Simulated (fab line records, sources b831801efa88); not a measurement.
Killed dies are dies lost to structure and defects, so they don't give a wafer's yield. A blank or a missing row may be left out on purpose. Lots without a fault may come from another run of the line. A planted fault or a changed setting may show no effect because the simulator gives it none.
Tool commonality check | flow gf180mcu | 13 lots, 39 wafers sampled

WHY IT WAS OPENED
At GF_HV_LDD_RS_MEAS_53 the reading HV_LDD_RS is flagged on 2 of 13 lots. Wafers without a fault read 418.4 ohm/sq, standard deviation 0.89.
Rule: a lot is flagged when every wafer of it that has a number lies more than 4 standard deviations from that mean, or none has a number. The other lots count as sound.

lot  | measured     | on            | HV_LDD_RS (ohm/sq), wafer by wafer | flag
L158 | day 12 08:44 | film_metro-03 | 418.8 417.8 418.0                  |
L159 | day 12 17:19 | film_metro-02 | 418.4 416.9 418.4                  |
L160 | day 12 22:55 | film_metro-03 | 418.9 418.1 417.9                  |
L167 | day 15 07:33 | film_metro-03 | 403.3 402.6 403.3                  | FLAGGED
L168 | day 15 19:08 | film_metro-02 | 403.7 402.3 402.5                  | FLAGGED
L170 | day 16 08:24 | film_metro-03 | 419.5 419.3 420.0                  |
L171 | day 16 13:13 | film_metro-02 | 417.7 417.3 417.4                  |
L175 | day 17 21:35 | film_metro-03 | 419.1 419.5 418.8                  |
L176 | day 18 10:29 | film_metro-02 | 419.3 419.2 419.2                  |
L177 | day 18 14:47 | film_metro-04 | 418.6 417.6 418.6                  |
L179 | day 19 14:02 | film_metro-04 | 419.9 419.7 418.3                  |
L178 | day 19 14:20 | film_metro-03 | 417.7 416.4 417.0                  |
L181 | day 20 01:59 | film_metro-03 | 418.3 417.6 417.6                  |
The numbers of the flagged lots are 402.9 ohm/sq on average: -15.4 ohm/sq against the usual, or -17 standard deviations.

WHICH TOOL RAN EACH LOT
The record holds 1 process step before the reading, out of a route of 602 steps. In each cell: the tool, then ch and the chambers that the sampled wafers went through, then the start.
lot  | flag    | GF_HV_LDD_IMPLANT_33
L158 |         | implanter-04 ch 0, day 11 12:47
L159 |         | implanter-04 ch 0, day 11 20:37
L160 |         | implanter-04 ch 0, day 12 02:18
L167 | FLAGGED | implanter-02 ch 0, day 14 09:58
L168 | FLAGGED | implanter-02 ch 0, day 14 20:58
L170 |         | implanter-04 ch 0, day 15 11:22
L171 |         | implanter-04 ch 0, day 15 15:16
L175 |         | implanter-03 ch 0, day 16 22:04
L176 |         | implanter-02 ch 0, day 17 10:25
L177 |         | implanter-03 ch 0, day 17 13:40
L179 |         | implanter-03 ch 0, day 18 12:55
L178 |         | implanter-02 ch 0, day 18 13:34
L181 |         | implanter-02 ch 0, day 18 23:46
What these steps do:
- GF_HV_LDD_IMPLANT_33
- GF_HV_LDD_RS_MEAS_53: measures by four-point-probe.

FLAGGED OVER TOTAL, TOOL BY TOOL (the gauges that took the reading come last)
step                 | tool          | lots run | flagged | share of the flagged lots | sound lots run after its first flagged lot
GF_HV_LDD_IMPLANT_33 | implanter-02  | 5        | 2       | all                       | 3 (L176,L178,L181)
GF_HV_LDD_IMPLANT_33 | implanter-03  | 3        | 0       | none                      | -
GF_HV_LDD_IMPLANT_33 | implanter-04  | 5        | 0       | none                      | -
GF_HV_LDD_RS_MEAS_53 | film_metro-02 | 4        | 1       | some                      | 2 (L171,L176)
GF_HV_LDD_RS_MEAS_53 | film_metro-03 | 7        | 1       | some                      | 4 (L170,L175,L178,L181)
GF_HV_LDD_RS_MEAS_53 | film_metro-04 | 2        | 0       | none                      | -

WHAT THE TABLE ALLOWS
1 row of the table ran every flagged lot: implanter-02 at GF_HV_LDD_IMPLANT_33.
- implanter-02 at GF_HV_LDD_IMPLANT_33: 2 of its 5 lots flagged. Sound lots ran on it after the first flagged one (L176, L178, L181), which a lasting fault on the whole tool wouldn't allow. Its own readings lie more than 4 standard deviations out on every wafer of the flagged lots: beam_energy_keV.
No row of the table ran every flagged lot and no sound lot after the first.

WHAT THE SIMULATOR HAD PUT IN
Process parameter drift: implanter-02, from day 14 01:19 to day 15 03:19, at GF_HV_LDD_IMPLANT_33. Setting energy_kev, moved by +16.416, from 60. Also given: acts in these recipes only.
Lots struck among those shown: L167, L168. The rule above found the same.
